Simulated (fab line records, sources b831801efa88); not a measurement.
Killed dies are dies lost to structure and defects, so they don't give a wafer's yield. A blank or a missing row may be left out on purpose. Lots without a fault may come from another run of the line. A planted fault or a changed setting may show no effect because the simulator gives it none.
fab line records | flow sky130
record lots=6 wafers=18 last_day=49
route steps=708 shown LI_CONTACT@370 PAD_OPEN@708
lots that met no fault: from a run of the same line without faults
start_h: hours from the record's first day to the start of the lot's first wafer shown | wait_h: hours since the lot's step before | " the same as in the row above | L1.1+2: a row that stands for several wafers | - no value, or no start given | * or withheld: withheld | < > ~ a bound
route shown NAME@n: a module of which the file shows steps, and the number in the route of the first | usual: mean/standard deviation of fault-free wafers | same: alike in all rows | chamber/n: place in a boat | sites: the reading at each site | _std_site: their standard deviation | _edge_site: outer sites' mean less inner sites' | radius_mm: how far each site lies from the wafer's centre | mask NAME#n: copy n | behind: the tool/chamber that last shaped the wafer | hold: why the lot was held/for how many hours/how that ended | device: the transistor (n, p or np) that didn't switch | end of line: the same wafers' tests at the end of the route | a step without rows: its recipe alone | killed: dies lost to structure and defects at the first sort, not the wafer's yield | map: a wafer's dies, x killed, . not, _ none there
set.NAME: the setting as run; set.NAME@STEP: as run at that earlier step | model.NAME: the simulator's own value behind a step, which no gauge read
lots at some steps of the route; a table a step, a row a wafer
services: from which hour (start_h, from the record's first day; less than 0 if before it) a tool's chamber was out of use, for how many hours, and why
## steps
# step SKY_LI_CONTACT_SOFTBAKE_08
# recipe temp_c=100 time_s=90 resist=KrF-thick
# step SKY_LI_CONTACT_EXPOSE_09
# recipe mask_id=LICM1 na=0.8 source_shape=annular sigma_inner=0.55 sigma_outer=0.85 target_cd_nm=170 dose_mj=38
# step SKY_LI_CONTACT_PEB_10
# recipe peb_temp_c=withheld peb_time_s=withheld resist=KrF-thick
# step SKY_LI_CONTACT_DEVELOP_11
# recipe develop_time_s=58.31 resist=KrF-thick dev_temp_c=21
# step SKY_LI_CONTACT_CD_MEAS_12
# recipe target_cd_nm=170
# usual cd_nm=169.8/1.7
# columns lot.wafer tool chamber start_h wait_h cd_nm
L349.3 cd_sem-02 - 673.62 - 167.3
L349.4 " - " " 169.5
L349.6 " - " " 168.0
L353.2 cd_sem-02 - 715.20 - 169.2
L353.3 " - " " 169.5
L353.5 " - " " 169.3
L361.3 cd_sem-02 - 772.07 - 171.3
L361.4 " - " " 169.7
L361.6 " - " " 169.7
L362.1 cd_sem-02 - 778.77 - 167.9
L362.4 " - " " 167.8
L362.6 " - " " 168.4
L363.1 cd_sem-02 - 784.58 - 171.0
L363.2 " - " " 169.4
L363.4 " - " " 169.6
L370.1 cd_sem-01 - 838.78 - 172.0
L370.2 " - " " 170.8
L370.6 " - " " 170.7
# step SKY_LI_CONTACT_OVL_MEAS_13
# usual LI_CONTACT_OVL=2/5.2
# columns lot.wafer tool chamber start_h wait_h LI_CONTACT_OVL[nm]
L349.3 overlay-01 - 673.71 0.1 4
L349.4 " - " " -2
L349.6 " - " " -2
L353.2 overlay-01 - 715.30 0.1 -2
L353.3 " - " " -2
L353.5 " - " " 0
L361.3 overlay-02 - 772.16 0.1 5
L361.4 " - " " 2
L361.6 " - " " -2
L362.1 overlay-02 - 778.89 0.1 -1
L362.4 " - " " -6
L362.6 " - " " -8
L363.1 overlay-01 - 784.70 0.1 4
L363.2 " - " " -2
L363.4 " - " " -4
L370.1 overlay-02 - 838.90 0.1 -2
L370.2 " - " " 8
L370.6 " - " " 1
# step SKY_LI_CONTACT_ETCH_14
# recipe chemistry=N2/H2 target=BARC ion_energy_ev=200 source_w=500 bias_w=100 pressure_mtorr=30 n2_flow_sccm=100 h2_flow_sccm=200 stop_on=SiO2 time_s=45.9 target_depth_a=600
# usual drypump_motor_current_A=5.4/0.42 oes_product_au=0.855/0.0047 throttle_valve_pct=13.225/0.0094
# columns lot.wafer tool chamber start_h wait_h drypump_motor_current_A oes_product_au rf_hours_counter_h throttle_valve_pct
L349.3 rie_diel-01 1 673.74 0.0 6.0 0.858 7 13.202
L349.4 " 1 " " 6.0 0.861 - 13.229
L349.6 " 2 " " 5.7 0.857 - 13.232
L353.2 rie_diel-03 3 715.33 0.0 5.5 0.853 35 13.211
L353.3 " 0 " " 6.2 0.855 8 13.212
L353.5 " 0 " " 6.3 0.852 - 13.213
L361.3 rie_diel-02 1 772.18 0.0 5.3 0.852 5 13.229
L361.4 " 3 " " 4.6 0.860 7 13.228
L361.6 " 2 " " 5.3 0.854 - 13.227
L362.1 rie_diel-02 0 778.93 0.0 5.3 0.854 5 13.221
L362.4 " 3 " " 4.6 0.851 7 13.217
L362.6 " 2 " " 5.3 0.854 - 13.236
L363.1 rie_diel-01 3 784.73 0.0 5.6 0.849 4 13.223
L363.2 " 0 " " 5.7 0.858 9 13.213
L363.4 " 1 " " 6.0 0.860 11 13.230
L370.1 rie_diel-02 2 838.93 0.0 5.3 0.858 9 13.218
L370.2 " 0 " " 5.3 0.857 6 13.192
L370.6 " 2 " " 5.3 0.855 - 13.229
# step SKY_LI_CONTACT_ETCH_15
# recipe target=PSG chemistry=C4F8/O2/Ar stop_on=Si taper_deg=4.15 mask_material=KrF-thick source_w=1500 bias_w=1200 pressure_mtorr=40 c4f8_flow_sccm=withheld O2_flow_sccm=6 Ar_flow_sccm=300 time_s=withheld target_depth_a=6000
# usual oes_product_au=0.837/0.0046
# columns lot.wafer tool chamber start_h wait_h oes_product_au
L349.3 rie_diel-01 1 673.78 0.0 0.836
L349.4 " 1 " " 0.838
L349.6 " 2 " " 0.838
L353.2 rie_diel-03 3 715.37 0.0 0.839
L353.3 " 0 " " 0.840
L353.5 " 0 " " 0.833
L361.3 rie_diel-02 1 772.22 0.0 0.830
L361.4 " 3 " " 0.834
L361.6 " 2 " " 0.842
L362.1 rie_diel-02 0 778.97 0.0 0.832
L362.4 " 3 " " 0.831
L362.6 " 2 " " 0.841
L363.1 rie_diel-01 3 784.77 0.0 0.837
L363.2 " 0 " " 0.831
L363.4 " 1 " " 0.837
L370.1 rie_diel-02 2 838.97 0.0 0.831
L370.2 " 0 " " 0.835
L370.6 " 2 " " 0.836
# step SKY_LI_CONTACT_STRIP_16
# recipe chemistry=O2/N2 power_w=1400 pressure_mtorr=1500 platen_temp_c=withheld o2_flow_sccm=3000 n2_flow_sccm=300 overash_fraction=0.5
# usual drypump_motor_current_A=5.8/0.47 oes_product_au=0.376/0.0049 strip_time_to_endpoint_s=3.49/0.034
# columns lot.wafer tool chamber start_h wait_h drypump_motor_current_A oes_product_au rf_hours_counter_h strip_time_to_endpoint_s
L349.3 plasma_asher-03 1 673.90 - 5.4 0.371 - 3.51
L349.4 " 0 " " 6.3 0.383 - 3.52
L349.6 " 1 " " 5.4 0.375 - 3.45
L353.2 plasma_asher-02 1 715.46 - 5.8 0.375 87 3.51
L353.3 " 0 " " 6.4 0.375 - 3.52
L353.5 " 0 " " 6.4 0.381 - 3.50
L361.3 plasma_asher-02 0 772.34 - 6.4 0.367 - 3.49
L361.4 " 1 " " 5.7 0.378 - 3.49
L361.6 " 0 " " 6.4 0.375 - 3.51
L362.1 plasma_asher-02 1 779.05 - 5.8 0.372 94 3.47
L362.4 " 0 " " 6.4 0.388 - 3.58
L362.6 " 1 " " 5.8 0.378 - 3.52
L363.1 plasma_asher-01 0 784.86 - 5.1 0.381 64 3.44
L363.2 " 1 " " 5.6 0.378 64 3.53
L363.4 " 0 " " 5.1 0.383 - 3.48
L370.1 plasma_asher-01 1 839.06 - 5.6 0.379 70 3.48
L370.2 " 0 " " 5.1 0.365 70 3.43
L370.6 " 0 " " 5.1 0.371 - 3.47
# step SKY_LI_CONTACT_CLEAN_17
# recipe chemistry=NMP time_s=600 temp_c=60 dry=n2_spin
# step SKY_LI_CONTACT_PRE_CLEAN_18
# recipe gas=Ar time_s=5.6 bias_v=358
# step SKY_LI_CONTACT_SPUTTER_19
# recipe material=Ti target_thk_nm=20 chamber_pressure_pa=5 power_w=2500 substrate_temp_c=200 time_s=106.37
# usual chamber_pressure_pa=5.000/0.01 throttle_valve_pct=30.1/1.3
# columns lot.wafer tool chamber start_h wait_h chamber_pressure_pa throttle_valve_pct
L349.3 pvd_sputter-01 - 674.18 0.0 4.988 31.2
L349.4 " - " " 4.989 30.7
L349.6 " - " " 4.991 30.5
L353.2 pvd_sputter-04 - 715.75 0.0 5.013 32.3
L353.3 " - " " 5.014 29.2
L353.5 " - " " 5.015 32.4
L361.3 pvd_sputter-03 - 772.60 0.0 4.990 29.2
L361.4 " - " " 5.005 27.6
L361.6 " - " " 4.983 30.4
L362.1 pvd_sputter-04 - 779.35 0.0 5.005 29.7
L362.4 " - " " 4.994 29.0
L362.6 " - " " 4.989 32.5
L363.1 pvd_sputter-04 - 785.17 0.0 5.012 29.7
L363.2 " - " " 5.000 32.6
L363.4 " - " " 4.988 28.8
L370.1 pvd_sputter-01 - 839.35 0.0 5.009 30.0
L370.2 " - " " 5.000 30.5
L370.6 " - " " 5.002 30.2
# step SKY_LI_CONTACT_SPUTTER_20
# recipe material=TiN target_thk_nm=20 chamber_pressure_pa=5 power_w=4000 time_s=80
# usual chamber_pressure_pa=5.001/0.011 throttle_valve_pct=30.1/1.3
# columns lot.wafer tool chamber start_h wait_h chamber_pressure_pa throttle_valve_pct model.TiN_of_LI_CONTACT_SPUTTER_20.thk_nm
L349.3 pvd_sputter-01 - 674.26 0.0 5.001 30.9 20.45
L349.4 " - " " 4.990 30.6 20.35
L349.6 " - " " 5.001 30.5 20.32
L353.2 pvd_sputter-04 - 715.83 0.0 4.988 32.2 20.3
L353.3 " - " " 5.010 29.1 20.55
L353.5 " - " " 4.997 32.4 20.18
L361.3 pvd_sputter-03 - 772.68 0.0 5.002 29.5 19.98
L361.4 " - " " 4.993 27.4 19.73
L361.6 " - " " 4.978 30.4 19.86
L362.1 pvd_sputter-04 - 779.43 0.0 5.015 29.6 20.16
L362.4 " - " " 4.978 28.6 20.66
L362.6 " - " " 5.217 31.6 19.4
L363.1 pvd_sputter-04 - 785.25 0.0 5.032 29.7 20.3
L363.2 " - " " 5.219 31.8 19.64
L363.4 " - " " 4.999 29.2 20.55
L370.1 pvd_sputter-01 - 839.43 0.0 4.982 30.1 20.44
L370.2 " - " " 5.003 30.2 20.33
L370.6 " - " " 5.016 30.4 20.3
# step SKY_LI_CONTACT_CVD_21
# recipe material=W target_thk_nm=400 time_s=120.56 temp_c=400 pressure_torr=41.4
# usual heater_power_w=862/56
# columns lot.wafer tool chamber start_h wait_h heater_power_w
L349.3 cvd_w-01 0 674.37 0.1 808
L349.4 " 1 " " 869
L349.6 " 1 " " 841
L353.2 cvd_w-02 0 715.89 0.0 884
L353.3 " 1 " " 968
L353.5 " 0 " " 854
L361.3 cvd_w-01 0 772.78 0.1 833
L361.4 " 1 " " 845
L361.6 " 0 " " 804
L362.1 cvd_w-02 0 779.49 0.0 865
L362.4 " 1 " " 951
L362.6 " 1 " " 972
L363.1 cvd_w-01 0 785.31 0.0 785
L363.2 " 1 " " 819
L363.4 " 0 " " 815
L370.1 cvd_w-01 0 839.49 0.0 798
L370.2 " 1 " " 847
L370.6 " 1 " " 846
# step SKY_PAD_OPEN_PROBE_99
# usual killed_at_M0_to_M3=44/7 killed_at_M4_up=3.0/1.8 killed_at_contacts=24/4.9 killed_at_front_end=15/5 killed_at_other=0.2/0.53 killed_dies=87/8.7 killed_on_rim=17/4 killed_open=48/6.8 killed_short=39/5.7
# same gross_dies=492 killed_at_back_side=0
# columns lot.wafer tool chamber start_h wait_h killed_at_M0_to_M3 killed_at_M4_up killed_at_contacts killed_at_front_end killed_at_other killed_dies killed_on_rim killed_open killed_short
L361.3 prober-02 - 1145.07 0.2 36 3 19 8 2 68 10 40 28
L361.4 prober-02 - 1145.12 0.2 35 3 29 9 1 77 12 33 44
L361.6 prober-02 - 1145.22 0.2 48 5 26 14 0 93 20 57 36
L363.1 prober-01 - 1154.89 0.1 36 2 15 11 2 66 16 35 31
L363.2 prober-01 - 1154.94 0.1 34 0 27 15 0 76 12 51 25
L363.4 prober-01 - 1155.04 0.2 49 4 26 8 0 87 20 45 42
# killed by level:class
L361.3 CONTACT:geometric_particle:open=8 VIA2:geometric_particle:open=7 LI_CONTACT:geometric_particle:open=6 METAL1:geometric_particle:short=5 METAL2:geometric_particle:open=5 VIA1:geometric_particle:open=4 FIELD_ISO:geometric_particle:open=4 METAL2:geometric_particle:short=4
L361.4 CONTACT:geometric_particle:open=9 CONTACT:geometric_particle:short=8 VIA1:geometric_particle:open=6 METAL1:geometric_particle:short=5 LI_CONTACT:geometric_particle:open=5 METAL2:geometric_particle:short=5 VIA3:geometric_particle:short=5 LOCAL_INTERCONNECT:geometric_particle:short=4
L361.6 VIA1:geometric_particle:open=15 CONTACT:geometric_particle:open=12 VIA1:geometric_particle:short=9 VIA2:geometric_particle:open=8 LI_CONTACT:geometric_particle:open=7 FIELD_ISO:geometric_particle:open=5 METAL1:geometric_particle:short=5 CONTACT:geometric_particle:short=4
L363.1 VIA1:geometric_particle:open=9 VIA3:geometric_particle:open=8 LI_CONTACT:geometric_particle:open=5 METAL2:geometric_particle:short=4 CONTACT:geometric_particle:open=4 FIELD_ISO:geometric_particle:short=3 CONTACT:geometric_particle:short=3 METAL1:geometric_particle:short=3
L363.2 CONTACT:geometric_particle:open=12 LI_CONTACT:geometric_particle:open=9 METAL2:geometric_particle:short=6 VIA1:geometric_particle:open=6 VIA2:geometric_particle:open=5 FIELD_ISO:geometric_particle:open=4 POLY_GATE:geometric_particle:open=4 VIA3:geometric_particle:open=4
L363.4 VIA1:geometric_particle:open=11 LI_CONTACT:geometric_particle:open=9 VIA1:geometric_particle:short=8 VIA3:geometric_particle:open=7 METAL2:geometric_particle:short=7 CONTACT:geometric_particle:open=6 METAL1:geometric_particle:short=6 LI_CONTACT:geometric_particle:short=4
## services
# columns tool chamber start_h hours kind
rie_diel-01 1 658.91 12.7 repair
rie_diel-01 2 685.24 14.9 repair
rie_diel-03 0 688.24 3.9 repair
pvd_sputter-03 - 688.28 1.5 repair
rie_diel-03 1 703.76 5.2 repair
pvd_sputter-04 - 704.07 3.0 repair
rie_diel-03 - 721.69 0.6 repair
rie_diel-03 0 726.91 3.0 repair
pvd_sputter-01 - 730.79 2.8 repair
rie_diel-03 - 742.48 1.0 repair
pvd_sputter-03 - 743.73 1.4 repair
rie_diel-03 2 747.74 5.2 repair
pvd_sputter-03 - 749.28 1.9 repair
pvd_sputter-01 - 772.47 1.0 repair
rie_diel-02 - 782.14 14.6 pm
cvd_w-01 - 794.01 3.4 repair
plasma_asher-02 - 797.28 6.6 repair
pvd_sputter-01 - 800.06 5.8 repair
rie_diel-01 3 805.35 5.3 repair
plasma_asher-02 - 806.55 0.7 repair
rie_diel-02 2 809.07 3.5 repair
plasma_asher-02 - 814.75 4.6 repair
pvd_sputter-04 - 822.10 1.0 repair
plasma_asher-02 - 836.99 0.7 repair
## key
first_sign step=SKY_LI_CONTACT_SPUTTER_20 reading=chamber_pressure_pa direction=up sigmas=19 usual=5.001 struck=5.218
effect none on later readings
model_effect step=SKY_LI_CONTACT_SPUTTER_20 value=TiN_of_LI_CONTACT_SPUTTER_20.thk_nm without=20.28 struck=19.52
met_at SKY_LI_CONTACT_SPUTTER_20
struck_wafers L362.6,L363.2
tester_left_out L362,L363
onset_between 715.83 779.43
fault kind=process_parameter_drift tool=pvd_sputter-04 chamber=- onset_h=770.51 steps=SKY_LI_CONTACT_SPUTTER_20 channel=chamber_pressure_pa offset=0.21721 shape=step end_h=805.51 acts_in=these_recipes_only stated=5 scope=struck_wafers_only
# tester_left_out: of these lots the tester's yield and bins aren't shown, on N5 and GAA mostly nor the transistor test; their killed dies are dies lost to structure and defects alone, not to doping, threshold or leakage, so they don't give the yield
